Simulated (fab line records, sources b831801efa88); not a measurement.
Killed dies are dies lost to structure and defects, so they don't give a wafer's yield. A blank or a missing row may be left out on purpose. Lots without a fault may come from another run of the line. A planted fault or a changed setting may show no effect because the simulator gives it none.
fab line records | flow sky130 | part 1 of 2: steps 1 to 25 of 34
record lots=5 wafers=15 last_day=49
route steps=708 shown CONTACT@421 METAL1@434
lots that met no fault: from a run of the same line without faults
start_h: hours from the record's first day to the start of the lot's first wafer shown | wait_h: hours since the lot's step before | " the same as in the row above | L1.1+2: a row that stands for several wafers | - no value, or no start given | * or withheld: withheld | < > ~ a bound
route shown NAME@n: a module of which the file shows steps, and the number in the route of the first | usual: mean/standard deviation of fault-free wafers | same: alike in all rows | chamber/n: place in a boat | sites: the reading at each site | _std_site: their standard deviation | _edge_site: outer sites' mean less inner sites' | radius_mm: how far each site lies from the wafer's centre | mask NAME#n: copy n | behind: the tool/chamber that last shaped the wafer | hold: why the lot was held/for how many hours/how that ended | device: the transistor (n, p or np) that didn't switch | end of line: the same wafers' tests at the end of the route | a step without rows: its recipe alone | killed: dies lost to structure and defects at the first sort, not the wafer's yield | map: a wafer's dies, x killed, . not, _ none there
set.NAME: the setting as run; set.NAME@STEP: as run at that earlier step | model.NAME: the simulator's own value behind a step, which no gauge read
lots at some steps of the route; a table a step, a row a wafer
services: from which hour (start_h, from the record's first day; less than 0 if before it) a tool's chamber was out of use, for how many hours, and why
## steps
# step SKY_CONTACT_OVL_MEAS_15
# usual CONTACT_OVL=1/5.2
# columns lot.wafer tool chamber start_h wait_h CONTACT_OVL[nm]
L074.4 overlay-01 - 732.06 0.1 -4
L074.5 " - " " 1
L074.6 " - " " -1
L075.1 overlay-01 - 738.11 0.1 -4
L075.2 " - " " 5
L075.4 " - " " 3
L085.1 overlay-01 - 821.21 0.1 -1
L085.2 " - " " 3
L085.5 " - " " -8
L087.2 overlay-01 - 834.37 0.1 -7
L087.4 " - " " -3
L087.5 " - " " 2
L093.1 overlay-01 - 879.16 0.1 4
L093.2 " - " " -5
L093.5 " - " " 1
# step SKY_CONTACT_ETCH_16
# recipe chemistry=N2/H2 target=BARC ion_energy_ev=200 source_w=500 bias_w=100 pressure_mtorr=30 n2_flow_sccm=100 h2_flow_sccm=200 stop_on=SiO2 time_s=45.9 target_depth_a=600
# usual bias_w=100.03/0.28 drypump_motor_current_A=5.7/0.49 oes_product_au=0.855/0.0051 throttle_valve_pct=13.223/0.009
# columns lot.wafer tool chamber start_h wait_h bias_w drypump_motor_current_A oes_product_au rf_hours_counter_h throttle_valve_pct
L074.4 rie_diel-04 0 732.09 0.0 100.08 6.3 0.861 - 13.207
L074.5 " 3 " " 100.07 5.7 0.859 - 13.228
L074.6 " 2 " " 100.05 6.0 0.856 - 13.231
L075.1 rie_diel-04 2 738.15 0.0 100.07 6.0 0.845 8 13.228
L075.2 " 1 " " 100.16 6.2 0.857 9 13.229
L075.4 " 0 " " 99.81 6.3 0.853 44 13.220
L085.1 rie_diel-02 1 821.25 0.0 99.75 5.4 0.843 7 13.209
L085.2 " 2 " " 99.98 5.1 0.856 9 13.211
L085.5 " 0 " " 99.68 5.9 0.860 - 13.219
L087.2 rie_diel-02 1 834.40 0.0 99.93 5.4 0.856 8 13.229
L087.4 " 3 " " 100.18 5.5 0.852 7 13.233
L087.5 " 1 " " 100.08 5.4 0.851 - 13.223
L093.1 rie_diel-03 0 879.20 0.0 99.95 4.7 0.849 12 13.206
L093.2 " 1 " " 99.45 5.4 0.850 2 13.217
L093.5 " 3 " " 99.74 6.4 0.845 - 13.228
# step SKY_CONTACT_ETCH_17
# recipe target=SiO2 chemistry=C4F8/O2/Ar stop_on=Si3N4 mask_material=KrF-thick source_w=1500 bias_w=1200 pressure_mtorr=40 c4f8_flow_sccm=withheld O2_flow_sccm=6 Ar_flow_sccm=300 time_s=withheld target_depth_a=3400
# usual bias_w=1200/3.4 oes_product_au=0.892/0.0048
# columns lot.wafer tool chamber start_h wait_h bias_w oes_product_au
L074.4 rie_diel-04 0 732.14 0.0 1201 0.888
L074.5 " 3 " " 1199 0.892
L074.6 " 2 " " 1193 0.899
L075.1 rie_diel-04 2 738.19 0.0 1200 0.884
L075.2 " 1 " " 1206 0.900
L075.4 " 0 " " 1201 0.888
L085.1 rie_diel-02 1 821.29 0.0 1198 0.899
L085.2 " 2 " " 1202 0.885
L085.5 " 0 " " 1205 0.884
L087.2 rie_diel-02 1 834.44 0.0 1203 0.903
L087.4 " 3 " " 1202 0.888
L087.5 " 1 " " 1200 0.900
L093.1 rie_diel-03 0 879.24 0.0 1199 0.894
L093.2 " 1 " " 1198 0.895
L093.5 " 3 " " 1199 0.893
# step SKY_CONTACT_ETCH_18
# recipe target=Si3N4 chemistry=CHF3/O2 stop_on=TiN source_w=600 bias_w=200 pressure_mtorr=40 chf3_flow_sccm=50 O2_flow_sccm=5 time_s=39 target_depth_a=750
# usual bias_w=200.0/0.59 chf3_flow_sccm=49.98/0.16 drypump_motor_current_A=5.6/0.49 oes_product_au=0.854/0.0072 throttle_valve_pct=8.793/0.0096
# columns lot.wafer tool chamber start_h wait_h bias_w chf3_flow_sccm drypump_motor_current_A oes_product_au rf_hours_counter_h throttle_valve_pct
L074.4 rie_diel-04 0 - - 200.3 50.17 6.2 0.859 - 8.806
L074.5 " 3 " " 199.7 49.76 5.7 0.859 - 8.777
L074.6 " 2 " " 200.3 50.26 6.0 0.861 - 8.791
L075.1 rie_diel-04 2 - - 200.1 50.13 6.0 0.858 8 8.795
L075.2 " 1 " " 199.8 49.92 6.2 0.863 9 8.795
L075.4 " 0 " " 199.6 49.94 6.2 0.873 44 8.779
L085.1 rie_diel-02 1 - - 200.2 49.78 5.4 0.839 7 8.790
L085.2 " 2 " " 199.8 50.04 5.1 0.860 9 8.813
L085.5 " 0 " " 200.3 49.89 5.9 0.859 - 8.798
L087.2 rie_diel-02 1 - - 200.8 49.76 5.4 0.859 8 8.780
L087.4 " 3 " " 199.2 49.62 5.5 0.852 7 8.799
L087.5 " 1 " " 200.0 50.02 5.4 0.871 - 8.805
L093.1 rie_diel-03 0 - - 200.4 50.17 4.7 0.850 12 8.796
L093.2 " 1 " " 200.3 49.96 5.3 0.856 2 8.793
L093.5 " 3 " " 200.3 49.61 6.4 0.848 - 8.786
# step SKY_CONTACT_STRIP_19
# recipe chemistry=O2/N2 power_w=1400 pressure_mtorr=1500 platen_temp_c=withheld o2_flow_sccm=3000 n2_flow_sccm=300 overash_fraction=0.5
# usual drypump_motor_current_A=5.5/0.39 oes_product_au=0.381/0.0046 strip_time_to_endpoint_s=3.613/0.023
# columns lot.wafer tool chamber start_h wait_h drypump_motor_current_A oes_product_au rf_hours_counter_h strip_time_to_endpoint_s
L074.4 plasma_asher-03 0 732.24 - 5.4 0.376 - 3.605
L074.5 " 0 " " 5.4 0.373 - 3.564
L074.6 " 1 " " 4.9 0.375 - 3.590
L075.1 plasma_asher-03 0 738.28 - 5.4 0.373 65 3.600
L075.2 " 1 " " 4.9 0.377 65 3.553
L075.4 " 0 " " 5.5 0.388 - 3.593
L085.1 plasma_asher-04 1 821.38 - 5.7 0.382 95 3.570
L085.2 " 0 " " 6.1 0.375 95 3.599
L085.5 " 0 " " 6.1 0.384 - 3.622
L087.2 plasma_asher-04 1 834.53 - 5.6 0.384 97 3.620
L087.4 " 1 " " 5.6 0.377 - 3.611
L087.5 " 1 " " 5.6 0.380 - 3.605
L093.1 plasma_asher-03 0 879.33 - 5.4 0.384 78 3.621
L093.2 " 1 " " 4.9 0.381 78 3.624
L093.5 " 1 " " 5.0 0.385 - 3.602
# step SKY_CONTACT_STRIP_20
# recipe chemistry=post_etch_residue_remover time_s=1200 temp_c=72.5
# columns lot.wafer tool chamber start_h wait_h
L074.4+5+6 wet_bench-03 3 732.31 0.0
L075.1+2+4 wet_bench-01 1 738.38 0.1
L085.1+2+5 wet_bench-03 0 821.48 0.1
L087.2+4+5 wet_bench-01 3 834.63 0.1
L093.1+2+5 wet_bench-02 2 879.43 0.1
# step SKY_CONTACT_CLEAN_21
# recipe chemistry=IPA time_s=180 temp_c=25
# columns lot.wafer tool chamber start_h wait_h
L074.4+5+6 wet_bench-02 0 732.65 0.0
L075.1+2+4 wet_bench-02 0 738.75 0.0
L085.1+2+5 wet_bench-01 2 821.82 0.0
L087.2+4+5 wet_bench-02 0 835.00 0.0
L093.1+2+5 wet_bench-02 1 879.77 0.0
# step SKY_CONTACT_CLEAN_22
# recipe chemistry=O3/DIW dry=n2_spin
# columns lot.wafer tool chamber start_h wait_h
L074.4+5+6 wet_bench-03 2 732.71 0.0
L075.1+2+4 wet_bench-01 3 738.81 0.0
L085.1+2+5 wet_bench-02 1 821.88 0.0
L087.2+4+5 wet_bench-03 1 835.12 0.0
L093.1+2+5 wet_bench-01 3 879.83 0.0
# step SKY_CONTACT_SPUTTER_23
# recipe material=TiN target_thk_nm=20 chamber_pressure_pa=5 power_w=4000 time_s=80
# usual throttle_valve_pct=30.1/0.75
# columns lot.wafer tool chamber start_h wait_h throttle_valve_pct
L074.4 pvd_sputter-02 - 732.80 0.0 28.5
L074.5 " - " " 28.6
L074.6 " - " " 30.2
L075.1 pvd_sputter-02 - 738.91 0.0 30.6
L075.2 " - " " 28.3
L075.4 " - " " 30.3
L085.1 pvd_sputter-02 - 821.97 0.0 28.6
L085.2 " - " " 30.8
L085.5 " - " " 30.6
L087.2 pvd_sputter-02 - 835.22 0.0 28.8
L087.4 " - " " 29.7
L087.5 " - " " 28.7
L093.1 pvd_sputter-03 - 879.92 0.0 30.2
L093.2 " - " " 30.6
L093.5 " - " " 30.5
# step SKY_CONTACT_CVD_24
# recipe material=W target_thk_nm=340 time_s=102.12 temp_c=400 pressure_torr=40
# usual heater_power_w=874/58
# columns lot.wafer tool chamber start_h wait_h heater_power_w
L074.4 cvd_w-02 0 732.97 0.1 905
L074.5 " 0 " " 898
L074.6 " 0 " " 890
L075.1 cvd_w-02 0 738.97 0.0 915
L075.2 " 0 " " 912
L075.4 " 0 " " 897
L085.1 cvd_w-02 1 822.04 0.0 891
L085.2 " 0 " " 907
L085.5 " 1 " " 881
L087.2 cvd_w-01 0 835.28 0.0 888
L087.4 " 0 " " 877
L087.5 " 0 " " 893
L093.1 cvd_w-01 0 879.98 0.0 862
L093.2 " 1 " " 733
L093.5 " 1 " " 751
# step SKY_CONTACT_RS_MEAS_25
# recipe thk_meas_gauge=four-point-probe reads=W_of_CONTACT_CVD_24+TiN_of_CONTACT_SPUTTER_23
# usual CONTACT_W_RS=0.339/0.0033
# columns lot.wafer tool chamber start_h wait_h CONTACT_W_RS[ohm/sq]
L074.4 film_metro-01 - 733.14 0.1 0.340
L074.5 " - " " 0.338
L074.6 " - " " 0.331
L075.1 film_metro-01 - 739.20 0.2 0.338
L075.2 " - " " 0.338
L075.4 " - " " 0.339
L085.1 film_metro-02 - 822.15 0.1 0.341
L085.2 " - " " 0.339
L085.5 " - " " 0.339
L087.2 film_metro-02 - 835.41 0.1 0.344
L087.4 " - " " 0.341
L087.5 " - " " 0.340
L093.1 film_metro-04 - 880.09 0.1 0.344
L093.2 " - " " 0.342
L093.5 " - " " 0.344
# step SKY_CONTACT_THK_MEAS_26
# recipe thk_meas_gauge=xrf reads=W_of_CONTACT_CVD_24
# usual CONTACT_W_THK=341/5.5
# columns lot.wafer tool chamber start_h wait_h CONTACT_W_THK[nm]
L074.4 film_metro-01 - 733.23 0.1 339
L074.5 " - " " 339
L074.6 " - " " 348
L075.1 film_metro-01 - 739.32 0.1 342
L075.2 " - " " 340
L075.4 " - " " 339
L085.1 film_metro-02 - 822.27 0.1 341
L085.2 " - " " 345
L085.5 " - " " 345
L087.2 film_metro-02 - 835.52 0.1 339
L087.4 " - " " 341
L087.5 " - " " 342
L093.1 film_metro-04 - 880.21 0.1 340
L093.2 " - " " 342
L093.5 " - " " 344
# step SKY_CONTACT_CMP_27
# recipe stop_on=SiO2 t_overpolish_s=15 down_force_psi=3.5 platen_rpm=60 target_thk_nm=0 pad_velocity_m_s=0.94248
# usual head_pressure_psi=3.501/0.0078 motor_current_A=11.1/0.9 overpolish_run_s=15.000/0.0097 platen_rpm=60.01/0.039 slurry_flow_ml_min=150.0/0.48 time_to_endpoint_s=80.2/2.7
# columns lot.wafer tool chamber start_h wait_h head_pressure_psi motor_current_A overpolish_run_s platen_rpm slurry_flow_ml_min time_to_endpoint_s
L074.4 cmp-02 1 733.41 0.2 3.484 11.9 14.996 59.99 149.8 81.7
L074.6 " 2 " " 3.501 11.0 15.012 60.00 149.5 84.5
L074.5 " 3 " " 3.507 11.1 14.997 59.99 150.4 79.2
L075.2 cmp-01 0 739.38 0.0 3.507 12.0 14.987 60.00 150.3 75.0
L075.4 " 1 " " 3.498 10.3 15.007 59.94 149.7 78.4
L075.1 " 3 " " 3.492 8.9 15.007 60.03 149.1 75.9
L085.2 cmp-02 3 822.33 0.0 3.498 11.0 14.987 60.02 149.6 80.9
L085.1 " 1 " " 3.514 12.0 14.994 60.01 150.2 83.2
L085.5 " 0 " " 3.501 11.6 15.009 60.01 149.9 86.5
L087.2 cmp-02 1 835.67 0.1 3.509 11.5 14.998 60.00 150.7 80.7
L087.4 " 2 " " 3.501 11.5 14.995 59.94 150.5 83.8
L087.5 " 3 " " 3.509 11.2 15.009 59.98 149.7 81.2
L093.1 cmp-01 3 880.31 0.1 3.492 8.9 14.989 59.99 150.3 81.3
L093.2 " 2 " " 3.492 11.6 14.993 60.02 149.7 82.9
L093.5 " 3 " " 3.496 9.3 15.001 60.11 150.1 78.8
# step SKY_METAL1_SPUTTER_00
# recipe material=Ti target_thk_nm=15 power_w=3000 time_s=10 chamber_pressure_pa=0.4
# usual throttle_valve_pct=30.1/0.69
# columns lot.wafer tool chamber start_h wait_h throttle_valve_pct
L074.4 pvd_sputter-02 - 733.56 0.1 30.5
L074.5 " - " " 30.1
L074.6 " - " " 30.7
L075.1 pvd_sputter-02 - 739.73 0.2 28.9
L075.2 " - " " 30.2
L075.4 " - " " 30.3
L085.1 pvd_sputter-03 - 822.63 0.1 30.4
L085.2 " - " " 30.4
L085.5 " - " " 30.5
L087.2 pvd_sputter-03 - 835.87 0.1 30.5
L087.4 " - " " 29.8
L087.5 " - " " 30.7
L093.1 pvd_sputter-04 - 880.61 0.2 29.7
L093.2 " - " " 30.8
L093.5 " - " " 29.5
# step SKY_METAL1_SPUTTER_01
# recipe material=TiN target_thk_nm=20 power_w=6500 time_s=16.7 chamber_pressure_pa=0.4
# usual throttle_valve_pct=30.1/0.7
# columns lot.wafer tool chamber start_h wait_h throttle_valve_pct
L074.4 pvd_sputter-02 - 733.59 0.0 30.3
L074.5 " - " " 30.2
L074.6 " - " " 30.6
L075.1 pvd_sputter-02 - 739.75 0.0 28.7
L075.2 " - " " 30.4
L075.4 " - " " 30.6
L085.1 pvd_sputter-03 - 822.65 0.0 30.7
L085.2 " - " " 30.6
L085.5 " - " " 30.7
L087.2 pvd_sputter-03 - 835.89 0.0 30.7
L087.4 " - " " 30.1
L087.5 " - " " 30.7
L093.1 pvd_sputter-04 - 880.63 0.0 29.5
L093.2 " - " " 30.9
L093.5 " - " " 29.5
# step SKY_METAL1_SPUTTER_02
# recipe material=AlCu target_thk_nm=250 power_w=10600 time_s=13.3 chamber_pressure_pa=0.4
# usual throttle_valve_pct=30.1/0.72
# columns lot.wafer tool chamber start_h wait_h throttle_valve_pct
L074.4 pvd_sputter-02 - 733.61 0.0 30.0
L074.5 " - " " 30.1
L074.6 " - " " 30.5
L075.1 pvd_sputter-02 - 739.78 0.0 28.7
L075.2 " - " " 30.2
L075.4 " - " " 30.7
L085.1 pvd_sputter-03 - 822.67 0.0 30.9
L085.2 " - " " 30.4
L085.5 " - " " 30.6
L087.2 pvd_sputter-03 - 835.92 0.0 30.7
L087.4 " - " " 30.2
L087.5 " - " " 30.3
L093.1 pvd_sputter-04 - 880.66 0.0 29.5
L093.2 " - " " 31.1
L093.5 " - " " 29.8
# step SKY_METAL1_SPUTTER_03
# recipe material=Ti target_thk_nm=5 power_w=3000 time_s=3.3 chamber_pressure_pa=0.4
# usual throttle_valve_pct=30.1/0.71
# columns lot.wafer tool chamber start_h wait_h throttle_valve_pct
L074.4 pvd_sputter-02 - 733.64 0.0 30.3
L074.5 " - " " 30.4
L074.6 " - " " 30.9
L075.1 pvd_sputter-02 - 739.80 0.0 28.5
L075.2 " - " " 30.1
L075.4 " - " " 31.0
L085.1 pvd_sputter-03 - 822.70 0.0 30.5
L085.2 " - " " 30.7
L085.5 " - " " 30.3
L087.2 pvd_sputter-03 - 835.94 0.0 30.8
L087.4 " - " " 29.9
L087.5 " - " " 30.5
L093.1 pvd_sputter-04 - 880.68 0.0 29.7
L093.2 " - " " 30.7
L093.5 " - " " 29.5
# step SKY_METAL1_SPUTTER_04
# recipe material=TiN target_thk_nm=70 power_w=6500 time_s=58.3 chamber_pressure_pa=0.4
# usual throttle_valve_pct=30.1/0.7
# columns lot.wafer tool chamber start_h wait_h throttle_valve_pct
L074.4 pvd_sputter-02 - 733.65 0.0 30.0
L074.5 " - " " 30.0
L074.6 " - " " 30.8
L075.1 pvd_sputter-02 - 739.82 0.0 28.5
L075.2 " - " " 30.1
L075.4 " - " " 30.7
L085.1 pvd_sputter-03 - 822.72 0.0 31.0
L085.2 " - " " 30.4
L085.5 " - " " 30.5
L087.2 pvd_sputter-03 - 835.96 0.0 30.7
L087.4 " - " " 30.1
L087.5 " - " " 30.7
L093.1 pvd_sputter-04 - 880.70 0.0 29.8
L093.2 " - " " 30.9
L093.5 " - " " 29.7
# step SKY_METAL1_RS_MEAS_05
# recipe thk_meas_gauge=four-point-probe reads=TiN_of_METAL1_SPUTTER_04+Ti_of_METAL1_SPUTTER_03+AlCu_of_METAL1_SPUTTER_02+TiN_of_METAL1_SPUTTER_01+Ti_of_METAL1_SPUTTER_00
# usual METAL1_ALCU_RS=0.1263/0.0012
# columns lot.wafer tool chamber start_h wait_h METAL1_ALCU_RS[ohm/sq]
L074.4 film_metro-02 - 733.76 0.1 0.1266
L074.5 " - " " 0.1265
L074.6 " - " " 0.1265
L075.1 film_metro-04 - 739.87 0.0 0.1282
L075.2 " - " " 0.1271
L075.4 " - " " 0.1269
L085.1 film_metro-03 - 822.77 0.0 0.1266
L085.2 " - " " 0.1263
L085.5 " - " " 0.1248
L087.2 film_metro-04 - 836.03 0.0 0.1236
L087.4 " - " " 0.1231
L087.5 " - " " 0.1239
L093.1 film_metro-04 - 880.75 0.0 0.1249
L093.2 " - " " 0.1244
L093.5 " - " " 0.1249
# step SKY_METAL1_THK_MEAS_06
# recipe thk_meas_gauge=xrf reads=AlCu_of_METAL1_SPUTTER_02
# usual METAL1_ALCU_THK=253.8/3
# columns lot.wafer tool chamber start_h wait_h METAL1_ALCU_THK[nm]
L074.4 film_metro-02 - 733.85 0.1 250.7
L074.5 " - " " 251.6
L074.6 " - " " 252.3
L075.1 film_metro-04 - 739.99 0.1 251.3
L075.2 " - " " 249.7
L075.4 " - " " 251.9
L085.1 film_metro-03 - 822.89 0.1 254.8
L085.2 " - " " 255.9
L085.5 " - " " 259.1
L087.2 film_metro-04 - 836.14 0.1 258.4
L087.4 " - " " 259.1
L087.5 " - " " 259.5
L093.1 film_metro-04 - 880.87 0.1 254.4
L093.2 " - " " 257.8
L093.5 " - " " 256.6
# step SKY_METAL1_DEHYDRATE_07
# recipe temp_c=200 time_s=60
# columns lot.wafer tool chamber start_h wait_h
L074.4+5+6 litho_track-02 0 746.00 12.1
L075.1+2+4 litho_track-02 0 753.22 13.2
L085.1+2+5 litho_track-02 0 835.27 12.4
L087.2+4+5 litho_track-03 0 848.81 12.7
L093.1+2+5 litho_track-01 0 893.29 12.4
# step SKY_METAL1_HMDS_08
# recipe prime_time_s=60 prime_temp_c=120
# columns lot.wafer tool chamber start_h wait_h
L074.4+5+6 litho_track-02 0 746.15 0.1
L075.1+2+4 litho_track-02 0 753.37 0.1
L085.1+2+5 litho_track-02 0 835.42 0.1
L087.2+4+5 litho_track-03 0 848.96 0.1
L093.1+2+5 litho_track-01 0 893.44 0.1
# step SKY_METAL1_COAT_09
# recipe resist=BARC temp_c=withheld time_s=withheld spin_rpm=3000 resist_thk_nm=60
# usual spin_speed_rpm=2999.9/1.9
# columns lot.wafer tool chamber start_h wait_h spin_speed_rpm
L074.4 litho_track-02 0 746.30 0.1 2999.8
L074.5 " 0 " " 3001.2
L074.6 " 0 " " 2997.3
L075.1 litho_track-02 0 753.52 0.1 3002.1
L075.2 " 0 " " 3000.3
L075.4 " 0 " " 3001.2
L085.1 litho_track-02 0 835.57 0.1 3002.7
L085.2 " 0 " " 2998.1
L085.5 " 0 " " 3002.9
L087.2 litho_track-03 0 849.11 0.1 3000.9
L087.4 " 0 " " 2998.4
L087.5 " 0 " " 3003.8
L093.1 litho_track-01 0 893.59 0.1 2998.4
L093.2 " 0 " " 3001.7
L093.5 " 0 " " 2997.9
# step SKY_METAL1_COAT_10
# recipe resist=KrF-thick spin_rpm=3000 resist_thk_nm=450
# usual spin_speed_rpm=2999.9/1.9
# columns lot.wafer tool chamber start_h wait_h spin_speed_rpm
L074.4 litho_track-02 0 - - 3000.9
L074.5 " 0 " " 2998.7
L074.6 " 0 " " 2998.3
L075.1 litho_track-02 0 - - 2996.1
L075.2 " 0 " " 2998.1
L075.4 " 0 " " 2999.5
L085.1 litho_track-02 0 - - 3002.0
L085.2 " 0 " " 3003.6
L085.5 " 0 " " 3002.5
L087.2 litho_track-03 0 - - 3001.2
L087.4 " 0 " " 3002.9
L087.5 " 0 " " 3000.5
L093.1 litho_track-01 0 - - 2999.0
L093.2 " 0 " " 2999.4
L093.5 " 0 " " 2998.8
# step SKY_METAL1_SOFTBAKE_11
# recipe temp_c=100 time_s=90 resist=KrF-thick
# columns lot.wafer tool chamber start_h wait_h
L074.4+5+6 litho_track-02 0 - -
L075.1+2+4 litho_track-02 0 - -
L085.1+2+5 litho_track-02 0 - -
L087.2+4+5 litho_track-03 0 - -
L093.1+2+5 litho_track-01 0 - -
